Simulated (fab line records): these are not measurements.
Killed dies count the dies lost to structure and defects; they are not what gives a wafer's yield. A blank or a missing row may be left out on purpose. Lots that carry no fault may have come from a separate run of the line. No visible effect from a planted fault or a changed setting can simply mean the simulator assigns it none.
fab line records	flow sky130
[record] lots = 6	wafers = 18	lastDay = 50
route steps=708 shown VIA4@644 METAL5@661 PASSIVATION@681 PAD_OPEN@708
lots untouched by any fault: they come from a run of this same line in which no faults occurred
startH: hours from the record's opening day to when the first of the lot's shown wafers began	waitH: how many hours have passed since the lot's step before this one	" as in the row above	L1.1+2: a single row standing in for several wafers	- value missing, or start not given	* or withheld: withheld	< > ~ a bound
route shown NAME@n: names a module that has steps shown in the file, with the first one's number in the route	usual: the fault-free wafers' mean and standard deviation	same: alike in all rows	chamber/n: place in a boat	sites: per-site readings	_std_site: the values' standard deviation	_edge_site: inner sites' mean taken away from outer sites' mean	radiusMm: for every site, how far away it sits from the centre of the wafer	mask NAME#n: copy n	behind: the last tool/chamber to shape the wafer	hold: why the lot was held/for how many hours/how that ended	device: whichever transistor did not switch (one of n, p or np)	end of line: tests run on the same wafers once the route is complete	for a step that has no rows: nothing shown but its recipe	killed: not the wafer's yield, but the dies lost to structure and defects at the first sort	map: dies across one wafer; x = killed, . = not, _ = none there
set.NAME: the setting the step ran with; set.NAME@STEP: the setting that earlier step ran with	model.NAME: the simulator's own value behind a step, which no gauge read
lots seen at some steps along the route; tables by step, rows by wafer
services: when a tool's chamber went out of use (startH, in hours from the record's first day, below 0 if earlier), for how many hours, and the reason
[[steps]]
[step SKY_VIA4_HMDS_05]
[recipe] primeTimeS = 60	primeTempC = 120
[step SKY_VIA4_COAT_06]
[recipe] resist = NOVOLAK	spinRpm = 3000	resistThkNm = 1140
[step SKY_VIA4_SOFTBAKE_07]
[recipe] tempC = 90	timeS = 60	resist = NOVOLAK
[step SKY_VIA4_EXPOSE_08]
[recipe] maskId = VIM4	na = 0.6	sourceShape = conventional	sigmaOuter = 0.6	polarization = unpolarized	targetCdNm = 800	doseMj = 132
[step SKY_VIA4_PEB_09]
[recipe] tempC = withheld	timeS = *	resist = NOVOLAK
[step SKY_VIA4_DEVELOP_10]
[recipe] resist = NOVOLAK	developer = TMAH	developTimeS = 60	devTempC = 23
[step SKY_VIA4_OVL_MEAS_11]
[usual] VIA4_OVL = -0.1/1.2
lot.wafer	tool	chamber	startH	waitH	VIA4_OVL[nm]
L303.1	overlay-01	-	1013.48	0.1	-1.9
L303.5	"	-	"	"	0.7
L303.6	"	-	"	"	0.9
L310.4	overlay-02	-	1061.48	0.1	-0.6
L310.5	"	-	"	"	0.1
L310.6	"	-	"	"	-0.9
L311.2	overlay-02	-	1063.93	0.1	0.3
L311.3	"	-	"	"	1.5
L311.5	"	-	"	"	0.6
L321.1	overlay-02	-	1123.58	0.1	-0.5
L321.4	"	-	"	"	-1.5
L321.6	"	-	"	"	-1.6
L322.1	overlay-01	-	1130.23	0.1	0.3
L322.2	"	-	"	"	-0.2
L322.4	"	-	"	"	-0.9
L323.3	overlay-02	-	1136.53	0.1	-1.4
L323.4	"	-	"	"	-1.3
L323.5	"	-	"	"	-0.4
[step SKY_VIA4_ETCH_12]
[recipe] target = SiO2	chemistry = C4F8/O2/Ar	stopOn = TiN	maskMaterial = NOVOLAK	sourceW = 1500	biasW = 1200	pressureMtorr = 40	c4f8FlowSccm = withheld	O2_flow_sccm = 6	Ar_flow_sccm = 300	timeS = withheld	targetDepthA = 5800
[step SKY_VIA4_STRIP_13]
[recipe] chemistry = O2/N2	powerW = 1400	pressureMtorr = 1500	platenTempC = withheld	o2FlowSccm = 3000	n2FlowSccm = 300	overashFraction = 0.5
[step SKY_VIA4_STRIP_14]
[recipe] chemistry = postEtchResidueRemover	timeS = 1200	tempC = 72.5
[step SKY_VIA4_CLEAN_15]
[recipe] chemistry = IPA	timeS = 180	tempC = 25
[step SKY_VIA4_CLEAN_16]
[recipe] chemistry = O3/DIW	dry = n2Spin
[step SKY_VIA4_SPUTTER_17]
[recipe] material = TiN	targetThkNm = 20	chamberPressurePa = 5	powerW = 4000	timeS = 80
[usual] throttleValvePct = 29.3/0.98
lot.wafer	tool	chamber	startH	waitH	throttleValvePct
L303.1	pvdSputter-04	-	1014.21	0.0	29.2
L303.5	"	-	"	"	29.8
L303.6	"	-	"	"	28.9
L310.4	pvdSputter-01	-	1062.16	0.0	29.8
L310.5	"	-	"	"	29.5
L310.6	"	-	"	"	28.8
L311.2	pvdSputter-01	-	1064.92	0.0	28.7
L311.3	"	-	"	"	29.9
L311.5	"	-	"	"	29.5
L321.1	pvdSputter-04	-	1124.28	0.0	29.1
L321.4	"	-	"	"	30.1
L321.6	"	-	"	"	28.9
L322.1	pvdSputter-02	-	1130.94	0.0	29.7
L322.2	"	-	"	"	31.1
L322.4	"	-	"	"	29.2
L323.3	pvdSputter-01	-	1137.25	0.0	28.7
L323.4	"	-	"	"	30.0
L323.5	"	-	"	"	28.8
[step SKY_VIA4_CVD_18]
[recipe] material = W	targetThkNm = 505	timeS = 152.14	tempC = 400	pressureTorr = 40
[usual] heaterPowerW = 843/58
lot.wafer	tool	chamber	startH	waitH	heaterPowerW
L303.1	cvdW-01	0	1014.27	0.0	749
L303.5	"	1	"	"	834
L303.6	"	0	"	"	765
L310.4	cvdW-02	1	1062.27	0.1	905
L310.5	"	0	"	"	901
L310.6	"	1	"	"	874
L311.2	cvdW-02	0	1064.98	0.0	897
L311.3	"	0	"	"	880
L311.5	"	1	"	"	893
L321.1	cvdW-01	0	1124.34	0.0	781
L321.4	"	1	"	"	805
L321.6	"	0	"	"	763
L322.1	cvdW-02	0	1131.00	0.0	895
L322.2	"	1	"	"	905
L322.4	"	1	"	"	914
L323.3	cvdW-02	0	1137.36	0.1	893
L323.4	"	1	"	"	899
L323.5	"	0	"	"	889
[step SKY_VIA4_RS_MEAS_19]
[recipe] thkMeasGauge = four-point-probe	reads = W_of_VIA4_CVD_18+TiN_of_VIA4_SPUTTER_17
[usual] VIA4_W_RS = 0.225/0.0052
lot.wafer	tool	chamber	startH	waitH	VIA4_W_RS[ohm/sq]
L303.1	filmMetro-03	-	1014.42	0.1	0.226
L303.5	"	-	"	"	0.227
L303.6	"	-	"	"	0.224
L310.4	filmMetro-02	-	1062.44	0.1	0.227
L310.5	"	-	"	"	0.217
L310.6	"	-	"	"	0.230
L311.2	filmMetro-02	-	1065.15	0.1	0.216
L311.3	"	-	"	"	0.215
L311.5	"	-	"	"	0.227
L321.1	filmMetro-03	-	1124.50	0.1	0.223
L321.4	"	-	"	"	0.229
L321.6	"	-	"	"	0.222
L322.1	filmMetro-02	-	1131.15	0.1	0.213
L322.2	"	-	"	"	0.227
L322.4	"	-	"	"	0.227
L323.3	filmMetro-01	-	1137.50	0.1	0.218
L323.4	"	-	"	"	0.230
L323.5	"	-	"	"	0.216
[step SKY_VIA4_THK_MEAS_20]
[recipe] thkMeasGauge = xrf	reads = W_of_VIA4_CVD_18
[usual] VIA4_W_THK = 491/12
lot.wafer	tool	chamber	startH	waitH	VIA4_W_THK[nm]
L303.1	filmMetro-03	-	1014.54	0.1	484
L303.5	"	-	"	"	482
L303.6	"	-	"	"	487
L310.4	filmMetro-02	-	1062.53	0.1	483
L310.5	"	-	"	"	505
L310.6	"	-	"	"	476
L311.2	filmMetro-02	-	1065.26	0.1	507
L311.3	"	-	"	"	508
L311.5	"	-	"	"	483
L321.1	filmMetro-03	-	1124.62	0.1	492
L321.4	"	-	"	"	478
L321.6	"	-	"	"	495
L322.1	filmMetro-02	-	1131.27	0.1	511
L322.2	"	-	"	"	481
L322.4	"	-	"	"	480
L323.3	filmMetro-01	-	1137.60	0.1	511
L323.4	"	-	"	"	483
L323.5	"	-	"	"	514
[step SKY_VIA4_CMP_21]
[recipe] stopOn = SiO2	tOverpolishS = 25	downForcePsi = 3.5	platenRpm = 60	targetThkNm = 0	padVelocityMS = 0.94248
[usual] motorCurrentA = 10.8/1.1	overpolishRunS = 25.001/0.0088	timeToEndpointS = 124/5.8
lot.wafer	tool	chamber	startH	waitH	motorCurrentA	overpolishRunS	timeToEndpointS
L303.1	cmp-01	2	1014.65	0.1	11.1	25.000	125
L303.6	"	1	"	"	12.1	25.019	118
L303.5	"	2	"	"	11.9	25.004	127
L310.4	cmp-01	3	1062.71	0.2	9.6	25.003	128
L310.5	"	0	"	"	10.3	25.006	122
L310.6	"	1	"	"	11.3	24.989	116
L311.2	cmp-01	0	1065.61	0.3	9.8	25.005	122
L311.3	"	1	"	"	11.9	25.005	122
L311.5	"	3	"	"	9.7	25.002	126
L321.4	cmp-01	0	1124.78	0.1	10.0	24.998	117
L321.1	"	1	"	"	12.0	24.996	116
L321.6	"	2	"	"	11.2	24.983	132
L322.2	cmp-02	2	1131.33	0.0	12.2	25.000	128
L322.4	"	3	"	"	11.6	25.004	116
L322.1	"	0	"	"	8.4	25.008	133
L323.4	cmp-01	0	1137.69	0.1	10.4	24.990	110
L323.3	"	1	"	"	12.3	24.996	123
L323.5	"	3	"	"	9.7	24.997	128
[step SKY_METAL5_SPUTTER_00]
[recipe] material = Ti	targetThkNm = 15	powerW = 3000	timeS = 10	chamberPressurePa = 0.4
[usual] throttleValvePct = 29.7/1.2
lot.wafer	tool	chamber	startH	waitH	throttleValvePct
L303.1	pvdSputter-04	-	1014.90	0.2	29.7
L303.5	"	-	"	"	30.1
L303.6	"	-	"	"	27.4
L310.4	pvdSputter-04	-	1062.86	0.1	29.4
L310.5	"	-	"	"	28.6
L310.6	"	-	"	"	29.2
L311.2	pvdSputter-04	-	1065.86	0.2	27.4
L311.3	"	-	"	"	28.8
L311.5	"	-	"	"	28.6
L321.1	pvdSputter-03	-	1125.00	0.1	32.5
L321.4	"	-	"	"	31.4
L321.6	"	-	"	"	32.0
L322.1	pvdSputter-01	-	1131.63	0.1	29.0
L322.2	"	-	"	"	29.1
L322.4	"	-	"	"	29.5
L323.3	pvdSputter-04	-	1137.96	0.2	28.7
L323.4	"	-	"	"	29.2
L323.5	"	-	"	"	28.9
[step SKY_METAL5_SPUTTER_01]
[recipe] material = TiN	targetThkNm = 20	powerW = 6500	timeS = 16.7	chamberPressurePa = 0.4
[usual] throttleValvePct = 29.7/1.3
lot.wafer	tool	chamber	startH	waitH	throttleValvePct
L303.1	pvdSputter-04	-	1014.92	0.0	30.2
L303.5	"	-	"	"	29.9
L303.6	"	-	"	"	27.7
L310.4	pvdSputter-04	-	1062.88	0.0	29.3
L310.5	"	-	"	"	28.6
L310.6	"	-	"	"	29.4
L311.2	pvdSputter-04	-	1065.88	0.0	27.6
L311.3	"	-	"	"	28.7
L311.5	"	-	"	"	28.7
L321.1	pvdSputter-03	-	1125.02	0.0	32.5
L321.4	"	-	"	"	31.1
L321.6	"	-	"	"	32.5
L322.1	pvdSputter-01	-	1131.65	0.0	28.8
L322.2	"	-	"	"	29.0
L322.4	"	-	"	"	29.6
L323.3	pvdSputter-04	-	1137.98	0.0	28.7
L323.4	"	-	"	"	29.2
L323.5	"	-	"	"	29.3
[step SKY_METAL5_SPUTTER_02]
[recipe] material = AlCu	targetThkNm = 1150	powerW = 10600	timeS = 61.2	chamberPressurePa = 0.4
[usual] throttleValvePct = 29.7/1.2
lot.wafer	tool	chamber	startH	waitH	throttleValvePct
L303.1	pvdSputter-04	-	1014.95	0.0	30.2
L303.5	"	-	"	"	30.1
L303.6	"	-	"	"	27.6
L310.4	pvdSputter-04	-	1062.90	0.0	28.8
L310.5	"	-	"	"	28.8
L310.6	"	-	"	"	29.2
L311.2	pvdSputter-04	-	1065.91	0.0	27.7
L311.3	"	-	"	"	28.8
L311.5	"	-	"	"	28.8
L321.1	pvdSputter-03	-	1125.05	0.0	32.5
L321.4	"	-	"	"	31.4
L321.6	"	-	"	"	32.1
L322.1	pvdSputter-01	-	1131.68	0.0	28.9
L322.2	"	-	"	"	28.9
L322.4	"	-	"	"	29.5
L323.3	pvdSputter-04	-	1138.01	0.0	29.0
L323.4	"	-	"	"	29.4
L323.5	"	-	"	"	29.3
[step SKY_METAL5_SPUTTER_03]
[recipe] material = Ti	targetThkNm = 5	powerW = 3000	timeS = 3.3	chamberPressurePa = 0.4
[step SKY_METAL5_SPUTTER_04]
[recipe] material = TiN	targetThkNm = 70	powerW = 6500	timeS = 58.3	chamberPressurePa = 0.4
[step SKY_METAL5_RS_MEAS_05]
[recipe] thkMeasGauge = four-point-probe	reads = TiN_of_METAL5_SPUTTER_04+Ti_of_METAL5_SPUTTER_03+AlCu_of_METAL5_SPUTTER_02+TiN_of_METAL5_SPUTTER_01+Ti_of_METAL5_SPUTTER_00
[usual] METAL5_ALCU_RS = 0.0269/0.00035
lot.wafer	tool	chamber	startH	waitH	METAL5_ALCU_RS[ohm/sq]
L303.1	filmMetro-02	-	1015.07	0.0	0.0270
L303.5	"	-	"	"	0.0270
L303.6	"	-	"	"	0.0275
L310.4	filmMetro-04	-	1063.08	0.1	0.0267
L310.5	"	-	"	"	0.0267
L310.6	"	-	"	"	0.0269
L311.2	filmMetro-02	-	1066.05	0.0	0.0273
L311.3	"	-	"	"	0.0269
L311.5	"	-	"	"	0.0267
L321.1	filmMetro-04	-	1125.17	0.0	0.0268
L321.4	"	-	"	"	0.0272
L321.6	"	-	"	"	0.0272
L322.1	filmMetro-04	-	1131.80	0.0	0.0273
L322.2	"	-	"	"	0.0273
L322.4	"	-	"	"	0.0266
L323.3	filmMetro-04	-	1138.17	0.1	0.0273
L323.4	"	-	"	"	0.0269
L323.5	"	-	"	"	0.0271
[step SKY_METAL5_THK_MEAS_06]
[recipe] thkMeasGauge = xrf	reads = AlCu_of_METAL5_SPUTTER_02
[usual] METAL5_ALCU_THK = 1152/16
lot.wafer	tool	chamber	startH	waitH	METAL5_ALCU_THK[nm]
L303.1	filmMetro-02	-	1015.19	0.1	1154
L303.5	"	-	"	"	1166
L303.6	"	-	"	"	1139
L310.4	filmMetro-04	-	1063.17	0.1	1174
L310.5	"	-	"	"	1167
L310.6	"	-	"	"	1163
L311.2	filmMetro-02	-	1066.16	0.1	1137
L311.3	"	-	"	"	1143
L311.5	"	-	"	"	1155
L321.1	filmMetro-04	-	1125.29	0.1	1162
L321.4	"	-	"	"	1157
L321.6	"	-	"	"	1147
L322.1	filmMetro-04	-	1131.92	0.1	1149
L322.2	"	-	"	"	1147
L322.4	"	-	"	"	1179
L323.3	filmMetro-04	-	1138.27	0.1	1153
L323.4	"	-	"	"	1161
L323.5	"	-	"	"	1161
[step SKY_METAL5_DEHYDRATE_07]
[recipe] tempC = 200	timeS = 60
[step SKY_METAL5_HMDS_08]
[recipe] primeTimeS = 60	primeTempC = 120
[step SKY_METAL5_COAT_09]
[recipe] resist = NOVOLAK	spinRpm = 3000	resistThkNm = 1800
[step SKY_METAL5_SOFTBAKE_10]
[recipe] tempC = 90	timeS = 60	resist = NOVOLAK
[step SKY_METAL5_EXPOSE_11]
[recipe] maskId = MM5	na = 0.6	sourceShape = conventional	sigmaOuter = 0.6	polarization = unpolarized	targetCdNm = 1600	doseMj = 190
[step SKY_METAL5_PEB_12]
[recipe] tempC = withheld	timeS = *	resist = NOVOLAK
[step SKY_METAL5_DEVELOP_13]
[recipe] resist = NOVOLAK	developer = TMAH	developTimeS = 60	devTempC = 23
[step SKY_METAL5_DESCUM_14]
[recipe] chemistry = O2	sourcePowerW = 150	biasPowerW = 0	pressureMtorr = 10	tempC = 40	timeS = 11
[step SKY_METAL5_METAL_ETCH_15]
[recipe] targetDepthA = 12600	stopOn = SiO2	overEtchFrac = 0.2	timeS = 252	chemistry = Cl2/BCl3	resistSidewallDeg = 86	pressureMtorr = 10	icpW = 900	biasW = 48.5	Cl2_flow_sccm = 60	bcl3FlowSccm = 30
[step SKY_METAL5_STRIP_16]
[recipe] chemistry = O2/N2	powerW = 1400	pressureMtorr = 1500	platenTempC = withheld	o2FlowSccm = 3000	n2FlowSccm = 300	overashFraction = 0.5
[step SKY_METAL5_STRIP_17]
[recipe] chemistry = postEtchResidueRemover	timeS = 1200	tempC = 72.5
[step SKY_METAL5_CLEAN_18]
[recipe] chemistry = IPA	timeS = 180	tempC = 25
[step SKY_METAL5_CLEAN_19]
[recipe] chemistry = O3/DIW	dry = n2Spin
[step SKY_PASSIVATION_CVD_00]
[recipe] material = SiO2	targetThkNm = 90	tempC = 400	timeS = withheld	rfW = 600
[step SKY_PASSIVATION_THK_MEAS_01]
[recipe] reads = SiO2_of_PASSIVATION_CVD_00
[usual] PASSIVATION_CVD_00_THK = 90.1/1.4
lot.wafer	tool	chamber	startH	waitH	PASSIVATION_CVD_00_THK[nm]
L303.1	filmMetro-04	-	1038.48	-	89.8
L303.5	"	-	"	"	90.8
L303.6	"	-	"	"	91.4
L310.4	filmMetro-01	-	1084.68	-	90.2
L310.5	"	-	"	"	89.9
L310.6	"	-	"	"	92.0
L311.2	filmMetro-04	-	1087.64	-	88.8
L311.3	"	-	"	"	87.5
L311.5	"	-	"	"	89.6
L321.1	filmMetro-04	-	1144.47	-	89.1
L321.4	"	-	"	"	91.1
L321.6	"	-	"	"	93.0
L322.1	filmMetro-03	-	1151.40	-	88.2
L322.2	"	-	"	"	88.7
L322.4	"	-	"	"	90.6
L323.3	filmMetro-03	-	1157.63	-	90.5
L323.4	"	-	"	"	92.2
L323.5	"	-	"	"	91.3
[step SKY_PASSIVATION_CVD_02]
[recipe] material = Si3N4	targetThkNm = 540	tempC = 400	timeS = withheld	rfW = 450
[step SKY_PASSIVATION_THK_MEAS_03]
[recipe] reads = Si3N4_of_PASSIVATION_CVD_02
[usual] PASSIVATION_CVD_02_THK = 544/7.9
lot.wafer	tool	chamber	startH	waitH	PASSIVATION_CVD_02_THK[nm]
L303.1	filmMetro-01	-	1038.77	-	541
L303.5	"	-	"	"	558
L303.6	"	-	"	"	540
L310.4	filmMetro-03	-	1084.97	-	553
L310.5	"	-	"	"	544
L310.6	"	-	"	"	546
L311.2	filmMetro-04	-	1087.93	-	542
L311.3	"	-	"	"	534
L311.5	"	-	"	"	550
L321.1	filmMetro-03	-	1144.76	-	536
L321.4	"	-	"	"	541
L321.6	"	-	"	"	547
L322.1	filmMetro-01	-	1151.68	-	538
L322.2	"	-	"	"	554
L322.4	"	-	"	"	543
L323.3	filmMetro-04	-	1157.91	-	533
L323.4	"	-	"	"	536
L323.5	"	-	"	"	542
[step SKY_PASSIVATION_DEHYDRATE_04]
[recipe] tempC = 200	timeS = 60
[step SKY_PAD_OPEN_PROBE_99]
[usual] defectLimitedYield = 82.9/2.2	killed_at_M0_to_M3 = 42/7	killed_at_M4_up = 2.8/1.8	killedAtContacts = 24/5.8	killedAtFrontEnd = 15/4.8	killedAtOther = 0.3/0.56	killedDies = 84/11	killedOpen = 46/7.8	killedShort = 38/6.3	sort_bin_3_pad_short = 0.8/0.43	sort_bin_5_function = 10.2/1.6	sort_bin_6_memory = 6.0/1.1	sortNPass = 408/11	sortYieldPct = 82.9/2.2
[same] grossDies = 492	killedAtBackSide = 0	sort_bin_4_leakage[%] = 0	sort_bin_8_speed[%] = 0
lot.wafer	tool	chamber	startH	waitH	defectLimitedYield[%]	killed_at_M0_to_M3	killed_at_M4_up	killedAtContacts	killedAtFrontEnd	killedAtOther	killedDies	killedOpen	killedShort	sort_bin_3_pad_short[%]	sort_bin_5_function[%]	sort_bin_6_memory[%]	sortNPass	sortYieldPct[%]	model.etest.tester.sortNPass	model.etest.tester.sortYieldPct	model.etest.tester.sort_bin_5_pct	model.etest.tester.sort_bin_3_pct
L303.1	prober-02	-	1084.14	0.1	83.1	41	1	27	14	0	83	44	39	0.2	11.2	5.5	409	83.1	409	83.13	11.18	0.2033
L303.5	prober-02	-	1084.34	0.2	86.8	32	4	11	17	1	65	26	39	1.2	6.9	5.1	427	86.8	427	86.79	6.911	1.22
L303.6	prober-02	-	1084.39	0.2	87.0	29	2	20	12	1	64	36	28	0.4	8.9	3.7	428	87.0	428	86.99	8.943	0.4065
L310.4	prober-01	-	1127.20	0.2	81.1	50	1	23	19	0	93	50	43	0.8	12.6	5.5	399	81.1	399	81.1	12.6	0.813
L310.5	prober-01	-	1127.25	0.2	82.9	39	2	26	17	0	84	45	38	0.8	10.4	5.9	408	82.9	408	82.93	10.37	0.813
L310.6	prober-01	-	1127.30	0.2	80.3	27	48	14	8	0	97	24	28	1.4	13.6	4.7	395	80.3	395	80.28	13.62	1.423
L311.2	prober-02	-	1129.74	0.1	75.8	45	51	16	7	0	119	35	40	1.6	15.2	7.3	373	75.8	373	75.81	15.24	1.626
L311.3	prober-02	-	1129.79	0.2	81.7	40	2	26	22	0	90	49	41	0	9.6	8.7	402	81.7	402	81.71	9.553	0
L311.5	prober-02	-	1129.89	0.2	83.1	43	2	29	8	1	83	45	38	0.8	9.6	6.5	409	83.1	409	83.13	9.553	0.813
L321.1	prober-02	-	1182.35	0.1	84.8	33	1	24	16	1	75	50	25	0.4	9.8	5.1	417	84.8	417	84.76	9.756	0.4065
L321.4	prober-02	-	1182.50	0.2	82.9	44	0	22	18	0	84	49	35	1.2	7.9	7.9	408	82.9	408	82.93	7.927	1.22
L321.6	prober-02	-	1182.60	0.2	81.1	40	4	24	24	1	93	44	49	1.0	11.2	6.7	399	81.1	399	81.1	11.18	1.016
L322.1	prober-01	-	1187.21	0.1	86.2	44	4	16	4	0	68	34	34	0.4	7.7	5.7	424	86.2	424	86.18	7.724	0.4065
L322.2	prober-01	-	1187.26	0.1	87.0	30	1	16	17	0	64	27	37	1.4	7.7	3.9	428	87.0	428	86.99	7.724	1.423
L322.4	prober-01	-	1187.36	0.2	82.3	43	2	27	15	0	87	53	34	0.6	12.4	4.7	405	82.3	405	82.32	12.4	0.6098
L323.3	prober-02	-	1192.26	0.2	84.8	54	0	9	12	0	75	36	39	0.6	8.3	6.3	417	84.8	417	84.76	8.333	0.6098
L323.4	prober-02	-	1192.31	0.2	76.6	54	4	35	21	1	115	52	62	2.2	14.8	6.3	377	76.6	377	76.63	14.84	2.236
L323.5	prober-02	-	1192.36	0.2	81.5	50	0	33	8	0	91	50	40	0.6	11.8	6.1	401	81.5	401	81.5	11.79	0.6098
// killed by level:class
L303.1 CONTACT:geometricParticle:open=11 METAL2:geometricParticle:short=10 VIA1:geometricParticle:open=8 LOCAL_INTERCONNECT:geometricParticle:short=6 VIA2:geometricParticle:open=6 LI_CONTACT:geometricParticle:open=4 CONTACT:geometricParticle:short=4 METAL3:geometricParticle:short=4
L303.5 METAL2:geometricParticle:short=6 VIA2:geometricParticle:open=6 FIELD_ISO:geometricParticle:short=5 METAL1:geometricParticle:short=4 FIELD_ISO:geometricParticle:open=3 POLY_GATE:geometricParticle:short=3 LI_CONTACT:geometricParticle:open=3 CONTACT:geometricParticle:open=3
L303.6 CONTACT:geometricParticle:open=6 VIA2:geometricParticle:open=6 VIA1:geometricParticle:open=6 CONTACT:geometricParticle:short=5 POLY_GATE:geometricParticle:open=3 LI_CONTACT:geometricParticle:open=3 VIA2:geometricParticle:short=3 LOCAL_INTERCONNECT:geometricParticle:short=3
L310.4 LI_CONTACT:geometricParticle:open=11 VIA1:geometricParticle:open=10 VIA2:geometricParticle:open=8 VIA3:geometricParticle:open=7 VIA1:geometricParticle:short=6 POLY_GATE:geometricParticle:short=5 METAL2:geometricParticle:short=5 VIA3:geometricParticle:short=5
L310.5 CONTACT:geometricParticle:open=10 VIA1:geometricParticle:open=7 LI_CONTACT:geometricParticle:open=6 VIA3:geometricParticle:open=6 VIA2:geometricParticle:open=6 CONTACT:geometricParticle:short=5 VIA2:geometricParticle:short=5 FIELD_ISO:geometricParticle:short=4
L310.6 VIA4:unspecified=45 VIA1:geometricParticle:open=8 VIA2:geometricParticle:open=7 CONTACT:geometricParticle:short=6 POLY_GATE:geometricParticle:short=3 LI_CONTACT:geometricParticle:open=3 VIA1:geometricParticle:short=3 VIA2:geometricParticle:short=3
L311.2 VIA4:unspecified=44 VIA1:geometricParticle:open=14 METAL2:geometricParticle:short=9 CONTACT:geometricParticle:short=5 METAL4:geometricParticle:short=5 LI_CONTACT:geometricParticle:short=4 LI_CONTACT:geometricParticle:open=4 METAL1:geometricParticle:short=4
L311.3 LI_CONTACT:geometricParticle:open=15 VIA1:geometricParticle:open=8 METAL2:geometricParticle:short=7 POLY_GATE:geometricParticle:open=7 VIA1:geometricParticle:short=5 VIA3:geometricParticle:open=5 FIELD_ISO:geometricParticle:short=4 POLY_GATE:geometricParticle:short=4
L311.5 VIA1:geometricParticle:open=10 CONTACT:geometricParticle:open=8 METAL2:geometricParticle:short=7 VIA3:geometricParticle:open=7 LI_CONTACT:geometricParticle:open=5 LI_CONTACT:geometricParticle:short=5 LOCAL_INTERCONNECT:geometricParticle:short=5 CONTACT:geometricParticle:short=5
L321.1 CONTACT:geometricParticle:open=10 VIA1:geometricParticle:open=8 LI_CONTACT:geometricParticle:open=7 FIELD_ISO:geometricParticle:open=5 METAL2:geometricParticle:short=5 VIA2:geometricParticle:open=5 POLY_GATE:geometricParticle:short=4 LI_CONTACT:geometricParticle:short=3
L321.4 VIA1:geometricParticle:open=11 VIA3:geometricParticle:open=10 LI_CONTACT:geometricParticle:open=8 CONTACT:geometricParticle:open=6 METAL2:geometricParticle:short=5 FIELD_ISO:geometricParticle:open=4 VIA1:geometricParticle:short=4 POLY_GATE:geometricParticle:open=4
L321.6 CONTACT:geometricParticle:open=9 CONTACT:geometricParticle:short=7 VIA2:geometricParticle:open=7 VIA3:geometricParticle:short=7 FIELD_ISO:geometricParticle:short=6 FIELD_ISO:geometricParticle:open=6 LI_CONTACT:geometricParticle:open=5 VIA1:geometricParticle:short=5
L322.1 VIA1:geometricParticle:short=9 VIA1:geometricParticle:open=8 VIA2:geometricParticle:open=8 CONTACT:geometricParticle:open=5 LOCAL_INTERCONNECT:geometricParticle:short=4 METAL2:geometricParticle:short=4 LI_CONTACT:geometricParticle:open=3 CONTACT:geometricParticle:short=3
L322.2 METAL2:geometricParticle:short=7 POLY_GATE:geometricParticle:open=6 POLY_GATE:geometricParticle:short=5 VIA1:geometricParticle:open=5 VIA2:geometricParticle:open=5 LI_CONTACT:geometricParticle:short=4 CONTACT:geometricParticle:open=4 LI_CONTACT:geometricParticle:open=3
L322.4 CONTACT:geometricParticle:open=12 VIA1:geometricParticle:open=10 VIA2:geometricParticle:open=9 LI_CONTACT:geometricParticle:open=8 METAL1:geometricParticle:short=8 POLY_GATE:geometricParticle:short=7 VIA3:geometricParticle:open=4 POLY_GATE:geometricParticle:open=3
L323.3 VIA2:geometricParticle:open=9 VIA1:geometricParticle:open=9 METAL2:geometricParticle:short=9 METAL1:geometricParticle:short=7 VIA3:geometricParticle:open=5 FIELD_ISO:geometricParticle:short=4 POLY_GATE:geometricParticle:short=4 CONTACT:geometricParticle:open=4
L323.4 CONTACT:geometricParticle:open=12 METAL1:geometricParticle:short=12 METAL2:geometricParticle:short=10 LI_CONTACT:geometricParticle:open=8 VIA1:geometricParticle:open=7 VIA3:geometricParticle:open=6 FIELD_ISO:geometricParticle:short=5 POLY_GATE:geometricParticle:short=5
L323.5 CONTACT:geometricParticle:open=13 VIA1:geometricParticle:open=12 METAL2:geometricParticle:short=12 LI_CONTACT:geometricParticle:open=8 VIA2:geometricParticle:open=6 VIA3:geometricParticle:short=5 LI_CONTACT:geometricParticle:short=5 CONTACT:geometricParticle:short=4
// map L310.6 (x killed, . not)
__________......x..x_________
________.........x...._______
______...............x.._____
_____x.....x........x....____
____....x............xx...___
___x.......x..........x..x.__
__........x.x.x.x..........._
_......x...x.xxxx.......x...x
_..x....x...xxxxxxx.x....x...
_.....x....xxxxxxxxx....xx.x.
_......x...xxxxxxxxx...x.....
_........x..xxxxxxxxx........
_.....x....xxxxxxx...........
_..x............xx...........
_....x......x................
__...x.....x.......x........_
___.x....x...........xx....__
____.........x..x.....x...___
_____...............x....____
______.................._____
________...x.........._______
__________......x..._________
// map L311.2 (x killed, . not)
__________x....xx..x_________
________........xxxx.._______
______...........x......_____
_____..xx..x....x...x.x..____
____..xx..x....x....xx....___
___..........x.....x....x..__
__...........x...........x.._
_x..xx....xx..xxxx........x..
_..........xxxxxxxx....x.....
_......x...xxxxxxxxxx.....x..
_..x.......xxxxxxxxxxxx.x....
_.xx........xxxxxxxx.........
_..x.......xxxxx...x.x......x
_..........xxx..x............
_x..x....x......x........x...
__.........xx...x......x...._
___x.xx....................__
____...............xx.....___
_____..........xx....xx..____
______x.........x......._____
________.x.......x...._______
__________.xx....x.._________
[[services]]
tool	chamber	startH	hours	kind
cmp-02	-	998.26	1.9	repair
cvdW-01	-	998.43	0.6	repair
pvdSputter-01	-	1004.35	3.2	repair
cmp-01	-	1010.52	3.5	repair
cmp-01	-	1050.00	1.0	repair
pvdSputter-01	-	1056.52	1.0	repair
pvdSputter-03	0	1063.08	-	consumableReplace:kit
pvdSputter-03	0	1063.08	18.0	scheduledDown
pvdSputter-03	0	1063.08	18.0	ventCycle
cvdW-01	-	1067.83	1.7	repair
pvdSputter-04	-	1080.14	4.7	repair
cmp-01	-	1085.77	4.0	pm
cmp-01	-	1089.77	-	consumableReplace:conditioner
cmp-01	-	1089.77	-	consumableReplace:pad
pvdSputter-04	3	1103.21	-	consumableReplace:kit
pvdSputter-04	3	1103.21	18.0	scheduledDown
pvdSputter-04	3	1103.21	18.0	ventCycle
cmp-01	-	1104.03	7.7	pm
cmp-02	-	1108.32	0.5	repair
cmp-02	-	1112.60	7.7	repair
pvdSputter-01	-	1113.48	8.6	repair
cmp-02	-	1117.47	1.4	repair
pvdSputter-01	-	1121.97	3.1	repair
cmp-01	-	1132.41	1.1	repair
[[key]]
[firstSign] step = SKY_PAD_OPEN_PROBE_99	reading = killed_at_M4_up	direction = up	sigmas = 26	usual = 2.8	struck = 49.5
[effect] step = SKY_PAD_OPEN_PROBE_99	reading = sort_bin_5_function	direction = up	sigmas = 2.5	usual = 10.2	struck = 14.4
[modelEffect] step = SKY_PAD_OPEN_PROBE_99	value = etest.tester.sortNPass	without = 422.5	struck = 384
metAt SKY_VIA4_SPUTTER_17
struckWafers L310.6,L311.2
[fault] kind = chamberParticleSource	tool = pvdSputter-01	chamber = -	onsetH = 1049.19	steps = SKY_VIA4_SPUTTER_17	ratePerVisitCm2 = 0.44301	endH = 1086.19	scope = struckWafersOnly
